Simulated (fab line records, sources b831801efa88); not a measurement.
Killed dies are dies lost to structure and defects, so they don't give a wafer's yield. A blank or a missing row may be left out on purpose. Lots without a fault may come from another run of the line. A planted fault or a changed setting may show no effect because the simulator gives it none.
Chamber matching | flow sky130 | SKY_PAD_OPEN_ETCH_07 on rie_diel-04: 4 sister chambers
The step etches the open film in CF4/O2, stops on AlCu, target depth 725 nm, time 161.1 s. 4 wafers are shown with their chamber, then 6 later ones without.

WAFERS WITH THEIR CHAMBER
wafer  | chamber | drypump_motor_current_A (A)
L417.4 | 1       | 6.02
L429.1 | 2       | 5.63
L429.2 | 3       | 5.58
L429.4 | 0       | 5.81

WAFERS WITHOUT THEIR CHAMBER
wafer  | drypump_motor_current_A (A)
L433.1 | 6.03
L433.3 | 5.52
L433.6 | 5.54
L437.2 | 6.03
L437.3 | 5.81
L437.6 | 5.81

WHICH CHAMBER EACH WENT THROUGH
wafer  | from the rows above     | in truth
L433.1 | 1                       | 1
L433.3 | can't be placed: 3 or 2 | 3
L433.6 | can't be placed: 3 or 2 | 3
L437.2 | 1                       | 1
L437.3 | 0                       | 0
L437.6 | 0                       | 0
Placed correctly: 4 of 6. Can't be placed from these rows: 2 (the true chamber is among the candidates in 2). Placed wrongly: 0.
How it was worked out, from the rows above alone: a wafer's distance from a chamber is the root of the sum, over the readings, of the square of ((its reading less the chamber's mean) divided by the reading's scatter). The wafer belongs to the nearest chamber; if the next one is less than 2 further off, it can't be placed. A chamber's mean is the mean of its shown wafers. The scatter: with one shown wafer a chamber, the root of the mean of the squares of how far each hidden wafer lies from its nearest shown one.
